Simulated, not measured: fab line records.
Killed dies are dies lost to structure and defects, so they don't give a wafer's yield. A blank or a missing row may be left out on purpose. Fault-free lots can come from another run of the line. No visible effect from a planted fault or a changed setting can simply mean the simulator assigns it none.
fab line records / flow gf180mcu
record lots=6 wafers=18 last_day=34
route steps=602 shown DNWELL@36 NWELL@42
lots that met no fault: taken from a fault-free run of the same line
start_h: start of the lot's first displayed wafer, in hours after the record's first day / wait_h: hours elapsed since this lot's preceding step / " identical to the entry in the row above / L1.1+2: a single row standing in for several wafers / - no value present, or no start provided / * or withheld: withheld / < > ~ a bound
route shown NAME@n: NAME is a module with steps in the file, n the number in the route of the first one / usual: mean and standard deviation over wafers with no fault / same: alike in all rows / chamber/n: place in a boat / sites: each site's reading / _std_site: standard deviation of those values / _edge_site: inner sites' mean taken away from outer sites' mean / radius_mm: how far each site lies from the wafer's centre / mask NAME#n: copy n / behind: the tool/chamber that last shaped the wafer / hold: what put the lot on hold/how long, in hours/how the hold closed / device: transistor that didn't switch, given as n, p or np / end of line: the same wafers' tests at the end of the route / for a step that has no rows: nothing shown but its recipe / killed: dies lost to structure and defects at the first sort, not the wafer's yield / map: a wafer's dies, x killed, . not, _ none there
set.NAME: the run value of the setting; set.NAME@STEP: its run value at that earlier step / model.NAME: the simulator's own value behind a step, which no gauge read
a table for each step, a row for each wafer; lots at some steps of the route
services: a tool's chamber out of use, with start hour (start_h, from the record's first day; less than 0 if before it), hours out, and reason
## steps
# step GF_DNWELL_EXPOSE_04
# recipe mask_id=DNWELL target_cd_nm=1700 na=0.6 source_shape=conventional sigma_outer=0.6 dose_mj=260
# step GF_DNWELL_PEB_05
# recipe temp_c=115 time_s=withheld
# step GF_DNWELL_DEVELOP_06
# recipe wall_angle_deg=90 develop_time_s=60 dev_temp_c=23
# step GF_DNWELL_IMPLANT_07
# recipe species=P energy_kev=1500 dose_cm2=1e+13 tilt_deg=0
# step GF_DNWELL_STRIP_08
# recipe chemistry=O2/N2 power_w=1400 pressure_mtorr=1500 platen_temp_c=250 o2_flow_sccm=3000 n2_flow_sccm=300 overash_fraction=0.5
# usual drypump_motor_current_A=6.00/0.26 heater_power_w=363/13 oes_product_au=0.722/0.0041 strip_time_to_endpoint_s=37.05/0.12
lot.wafer=L407.1 tool=plasma_asher-03 chamber=0 start_h=44.70 wait_h=0.1 drypump_motor_current_A=5.73 heater_power_w=350 oes_product_au=0.721 rf_hours_counter_h=18 strip_time_to_endpoint_s=37.01
lot.wafer=L407.2 tool=plasma_asher-03 chamber=1 start_h=44.70 wait_h=0.1 drypump_motor_current_A=6.25 heater_power_w=349 oes_product_au=0.723 rf_hours_counter_h=18 strip_time_to_endpoint_s=36.98
lot.wafer=L407.5 tool=plasma_asher-03 chamber=1 start_h=44.70 wait_h=0.1 drypump_motor_current_A=6.27 heater_power_w=345 oes_product_au=0.721 rf_hours_counter_h=- strip_time_to_endpoint_s=36.99
lot.wafer=L416.1 tool=plasma_asher-04 chamber=0 start_h=90.22 wait_h=0.1 drypump_motor_current_A=6.10 heater_power_w=387 oes_product_au=0.722 rf_hours_counter_h=44 strip_time_to_endpoint_s=37.32
lot.wafer=L416.4 tool=plasma_asher-04 chamber=1 start_h=90.22 wait_h=0.1 drypump_motor_current_A=5.60 heater_power_w=354 oes_product_au=0.719 rf_hours_counter_h=- strip_time_to_endpoint_s=37.17
lot.wafer=L416.6 tool=plasma_asher-04 chamber=0 start_h=90.22 wait_h=0.1 drypump_motor_current_A=6.13 heater_power_w=389 oes_product_au=0.721 rf_hours_counter_h=- strip_time_to_endpoint_s=37.13
lot.wafer=L417.2 tool=plasma_asher-03 chamber=1 start_h=94.88 wait_h=0.1 drypump_motor_current_A=6.25 heater_power_w=359 oes_product_au=0.726 rf_hours_counter_h=23 strip_time_to_endpoint_s=36.86
lot.wafer=L417.5 tool=plasma_asher-03 chamber=0 start_h=94.88 wait_h=0.1 drypump_motor_current_A=5.69 heater_power_w=355 oes_product_au=0.721 rf_hours_counter_h=- strip_time_to_endpoint_s=36.93
lot.wafer=L417.6 tool=plasma_asher-03 chamber=1 start_h=94.88 wait_h=0.1 drypump_motor_current_A=6.28 heater_power_w=352 oes_product_au=0.720 rf_hours_counter_h=- strip_time_to_endpoint_s=36.89
lot.wafer=L426.1 tool=plasma_asher-03 chamber=1 start_h=143.90 wait_h=0.1 drypump_motor_current_A=6.27 heater_power_w=350 oes_product_au=0.720 rf_hours_counter_h=28 strip_time_to_endpoint_s=37.02
lot.wafer=L426.4 tool=plasma_asher-03 chamber=0 start_h=143.90 wait_h=0.1 drypump_motor_current_A=5.74 heater_power_w=356 oes_product_au=0.719 rf_hours_counter_h=- strip_time_to_endpoint_s=37.02
lot.wafer=L426.6 tool=plasma_asher-03 chamber=1 start_h=143.90 wait_h=0.1 drypump_motor_current_A=6.26 heater_power_w=353 oes_product_au=0.724 rf_hours_counter_h=- strip_time_to_endpoint_s=37.05
lot.wafer=L427.1 tool=plasma_asher-01 chamber=0 start_h=150.32 wait_h=0.1 drypump_motor_current_A=5.99 heater_power_w=375 oes_product_au=0.727 rf_hours_counter_h=52 strip_time_to_endpoint_s=36.97
lot.wafer=L427.3 tool=plasma_asher-01 chamber=1 start_h=150.32 wait_h=0.1 drypump_motor_current_A=6.29 heater_power_w=349 oes_product_au=0.729 rf_hours_counter_h=- strip_time_to_endpoint_s=36.97
lot.wafer=L427.6 tool=plasma_asher-01 chamber=1 start_h=150.32 wait_h=0.1 drypump_motor_current_A=6.31 heater_power_w=365 oes_product_au=0.727 rf_hours_counter_h=- strip_time_to_endpoint_s=37.05
lot.wafer=L429.1 tool=plasma_asher-04 chamber=1 start_h=161.92 wait_h=0.1 drypump_motor_current_A=5.59 heater_power_w=360 oes_product_au=0.727 rf_hours_counter_h=5 strip_time_to_endpoint_s=36.82
lot.wafer=L429.4 tool=plasma_asher-04 chamber=1 start_h=161.92 wait_h=0.1 drypump_motor_current_A=5.56 heater_power_w=352 oes_product_au=0.721 rf_hours_counter_h=- strip_time_to_endpoint_s=36.86
lot.wafer=L429.6 tool=plasma_asher-04 chamber=0 start_h=161.92 wait_h=0.1 drypump_motor_current_A=6.13 heater_power_w=390 oes_product_au=0.723 rf_hours_counter_h=- strip_time_to_endpoint_s=36.99
# step GF_DNWELL_TW_MEAS_09
# usual DNWELL_TW=1345/10
lot.wafer=L407.1 tool=film_metro-03 chamber=- start_h=44.80 wait_h=0.1 DNWELL_TW=1329
lot.wafer=L407.2 tool=film_metro-03 chamber=- start_h=44.80 wait_h=0.1 DNWELL_TW=1327
lot.wafer=L407.5 tool=film_metro-03 chamber=- start_h=44.80 wait_h=0.1 DNWELL_TW=1325
lot.wafer=L416.1 tool=film_metro-02 chamber=- start_h=90.32 wait_h=0.1 DNWELL_TW=1350
lot.wafer=L416.4 tool=film_metro-02 chamber=- start_h=90.32 wait_h=0.1 DNWELL_TW=1347
lot.wafer=L416.6 tool=film_metro-02 chamber=- start_h=90.32 wait_h=0.1 DNWELL_TW=1343
lot.wafer=L417.2 tool=film_metro-02 chamber=- start_h=94.99 wait_h=0.1 DNWELL_TW=1358
lot.wafer=L417.5 tool=film_metro-02 chamber=- start_h=94.99 wait_h=0.1 DNWELL_TW=1353
lot.wafer=L417.6 tool=film_metro-02 chamber=- start_h=94.99 wait_h=0.1 DNWELL_TW=1360
lot.wafer=L426.1 tool=film_metro-03 chamber=- start_h=144.00 wait_h=0.1 DNWELL_TW=1333
lot.wafer=L426.4 tool=film_metro-03 chamber=- start_h=144.00 wait_h=0.1 DNWELL_TW=1329
lot.wafer=L426.6 tool=film_metro-03 chamber=- start_h=144.00 wait_h=0.1 DNWELL_TW=1327
lot.wafer=L427.1 tool=film_metro-03 chamber=- start_h=150.42 wait_h=0.1 DNWELL_TW=1343
lot.wafer=L427.3 tool=film_metro-03 chamber=- start_h=150.42 wait_h=0.1 DNWELL_TW=1332
lot.wafer=L427.6 tool=film_metro-03 chamber=- start_h=150.42 wait_h=0.1 DNWELL_TW=1334
lot.wafer=L429.1 tool=film_metro-02 chamber=- start_h=162.02 wait_h=0.1 DNWELL_TW=1348
lot.wafer=L429.4 tool=film_metro-02 chamber=- start_h=162.02 wait_h=0.1 DNWELL_TW=1347
lot.wafer=L429.6 tool=film_metro-02 chamber=- start_h=162.02 wait_h=0.1 DNWELL_TW=1344
# step GF_NWELL_DEHYDRATE_00
# recipe temp_c=200 time_s=60
# step GF_NWELL_HMDS_01
# recipe prime_time_s=60 prime_temp_c=120
# step GF_NWELL_COAT_02
# recipe spin_rpm=2000 resist_thk_nm=3000
# step GF_NWELL_SOFTBAKE_03
# recipe temp_c=110 time_s=withheld
# step GF_NWELL_EXPOSE_04
# recipe mask_id=Nwell target_cd_nm=860 na=0.6 source_shape=conventional sigma_outer=0.6 dose_mj=260
# step GF_NWELL_PEB_05
# recipe temp_c=115 time_s=withheld
# step GF_NWELL_DEVELOP_06
# recipe wall_angle_deg=90 develop_time_s=60 dev_temp_c=23
# usual chill_plate_temp_C=23.01/0.11 develop_time_s=60/0 developer_temp_C=23.00/0.1
lot.wafer=L407.1 tool=litho_track-02 chamber=0 start_h=57 wait_h=- chill_plate_temp_C=22.79 develop_time_s=60 developer_temp_C=23.02
lot.wafer=L407.2 tool=litho_track-02 chamber=0 start_h=57 wait_h=- chill_plate_temp_C=22.80 develop_time_s=60 developer_temp_C=23.13
lot.wafer=L407.5 tool=litho_track-02 chamber=0 start_h=57 wait_h=- chill_plate_temp_C=22.80 develop_time_s=60 developer_temp_C=23.06
lot.wafer=L416.1 tool=litho_track-02 chamber=- start_h=104 wait_h=- chill_plate_temp_C=- develop_time_s=- developer_temp_C=-
lot.wafer=L416.4 tool=litho_track-02 chamber=- start_h=104 wait_h=- chill_plate_temp_C=- develop_time_s=- developer_temp_C=-
lot.wafer=L416.6 tool=litho_track-02 chamber=- start_h=104 wait_h=- chill_plate_temp_C=- develop_time_s=- developer_temp_C=-
lot.wafer=L417.2 tool=litho_track-02 chamber=- start_h=108 wait_h=- chill_plate_temp_C=- develop_time_s=- developer_temp_C=-
lot.wafer=L417.5 tool=litho_track-02 chamber=- start_h=108 wait_h=- chill_plate_temp_C=- develop_time_s=- developer_temp_C=-
lot.wafer=L417.6 tool=litho_track-02 chamber=- start_h=108 wait_h=- chill_plate_temp_C=- develop_time_s=- developer_temp_C=-
lot.wafer=L426.1 tool=litho_track-01 chamber=0 start_h=159 wait_h=- chill_plate_temp_C=23.08 develop_time_s=60 developer_temp_C=23.17
lot.wafer=L426.4 tool=litho_track-01 chamber=0 start_h=159 wait_h=- chill_plate_temp_C=23.10 develop_time_s=60 developer_temp_C=23.05
lot.wafer=L426.6 tool=litho_track-01 chamber=0 start_h=159 wait_h=- chill_plate_temp_C=22.89 develop_time_s=60 developer_temp_C=23.15
lot.wafer=L427.1 tool=litho_track-02 chamber=0 start_h=166 wait_h=- chill_plate_temp_C=22.97 develop_time_s=60 developer_temp_C=22.86
lot.wafer=L427.3 tool=litho_track-02 chamber=0 start_h=166 wait_h=- chill_plate_temp_C=22.91 develop_time_s=60 developer_temp_C=22.96
lot.wafer=L427.6 tool=litho_track-02 chamber=0 start_h=166 wait_h=- chill_plate_temp_C=22.89 develop_time_s=60 developer_temp_C=22.91
lot.wafer=L429.1 tool=litho_track-01 chamber=0 start_h=178 wait_h=- chill_plate_temp_C=23.01 develop_time_s=60 developer_temp_C=22.87
lot.wafer=L429.4 tool=litho_track-01 chamber=0 start_h=178 wait_h=- chill_plate_temp_C=23.09 develop_time_s=60 developer_temp_C=22.99
lot.wafer=L429.6 tool=litho_track-01 chamber=0 start_h=178 wait_h=- chill_plate_temp_C=23.04 develop_time_s=60 developer_temp_C=22.95
# step GF_NWELL_OVL_MEAS_07
# usual NWELL_OVL=-0.1/1.3
lot.wafer=L407.1 tool=overlay-01 chamber=- start_h=57.65 wait_h=- NWELL_OVL[nm]=-1.5
lot.wafer=L407.2 tool=overlay-01 chamber=- start_h=57.65 wait_h=- NWELL_OVL[nm]=-1.9
lot.wafer=L407.5 tool=overlay-01 chamber=- start_h=57.65 wait_h=- NWELL_OVL[nm]=-0.2
lot.wafer=L416.1 tool=overlay-01 chamber=- start_h=104.30 wait_h=- NWELL_OVL[nm]=-
lot.wafer=L416.4 tool=overlay-01 chamber=- start_h=104.30 wait_h=- NWELL_OVL[nm]=-
lot.wafer=L416.6 tool=overlay-01 chamber=- start_h=104.30 wait_h=- NWELL_OVL[nm]=-
lot.wafer=L417.2 tool=overlay-01 chamber=- start_h=108.81 wait_h=- NWELL_OVL[nm]=-
lot.wafer=L417.5 tool=overlay-01 chamber=- start_h=108.81 wait_h=- NWELL_OVL[nm]=-
lot.wafer=L417.6 tool=overlay-01 chamber=- start_h=108.81 wait_h=- NWELL_OVL[nm]=-
lot.wafer=L426.1 tool=overlay-01 chamber=- start_h=159.70 wait_h=- NWELL_OVL[nm]=-0.9
lot.wafer=L426.4 tool=overlay-01 chamber=- start_h=159.70 wait_h=- NWELL_OVL[nm]=0.5
lot.wafer=L426.6 tool=overlay-01 chamber=- start_h=159.70 wait_h=- NWELL_OVL[nm]=-1.4
lot.wafer=L427.1 tool=overlay-02 chamber=- start_h=166.30 wait_h=- NWELL_OVL[nm]=-2.2
lot.wafer=L427.3 tool=overlay-02 chamber=- start_h=166.30 wait_h=- NWELL_OVL[nm]=0.6
lot.wafer=L427.6 tool=overlay-02 chamber=- start_h=166.30 wait_h=- NWELL_OVL[nm]=1.1
lot.wafer=L429.1 tool=overlay-01 chamber=- start_h=178.15 wait_h=- NWELL_OVL[nm]=-1.3
lot.wafer=L429.4 tool=overlay-01 chamber=- start_h=178.15 wait_h=- NWELL_OVL[nm]=-0.2
lot.wafer=L429.6 tool=overlay-01 chamber=- start_h=178.15 wait_h=- NWELL_OVL[nm]=-0.1
## services
tool=plasma_asher-03 chamber=- start_h=85.97 hours=2.8 kind=pm
tool=litho_track-02 chamber=- start_h=98.72 hours=- kind=consumable_replace:filter
tool=plasma_asher-04 chamber=- start_h=108.81 hours=9.0 kind=pm
tool=plasma_asher-04 chamber=0 start_h=108.81 hours=9.0 kind=vent_cycle
tool=plasma_asher-04 chamber=1 start_h=108.81 hours=9.0 kind=vent_cycle
tool=plasma_asher-04 chamber=0 start_h=117.81 hours=- kind=clean
tool=plasma_asher-04 chamber=1 start_h=117.81 hours=- kind=clean
tool=plasma_asher-03 chamber=- start_h=140.00 hours=1.3 kind=repair
## key
first_sign step=GF_NWELL_DEVELOP_06 reading=tool_record direction=missing
effect none on later readings
met_at GF_NWELL_DEVELOP_06
struck_wafers L416.1,L416.4,L416.6,L417.2,L417.5,L417.6
sort_left_out L416.1,L416.4,L416.6,L417.2,L417.5,L417.6
tester_left_out L416,L417
onset_between 57 104
fault kind=skipped_step_whole tool=litho_track-02 chamber=- onset_h=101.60 steps=GF_NWELL_DEVELOP_06 scope=struck_lots_only
# tester_left_out: of these lots the tester's yield and bins aren't shown, on N5 and GAA mostly nor the transistor test; their killed dies are dies lost to structure and defects alone, not to doping, threshold or leakage, so they don't give the yield
# sort_left_out: the simulated sort isn't trusted on such a fault, so these wafers' sort isn't shown, and their yield isn't known
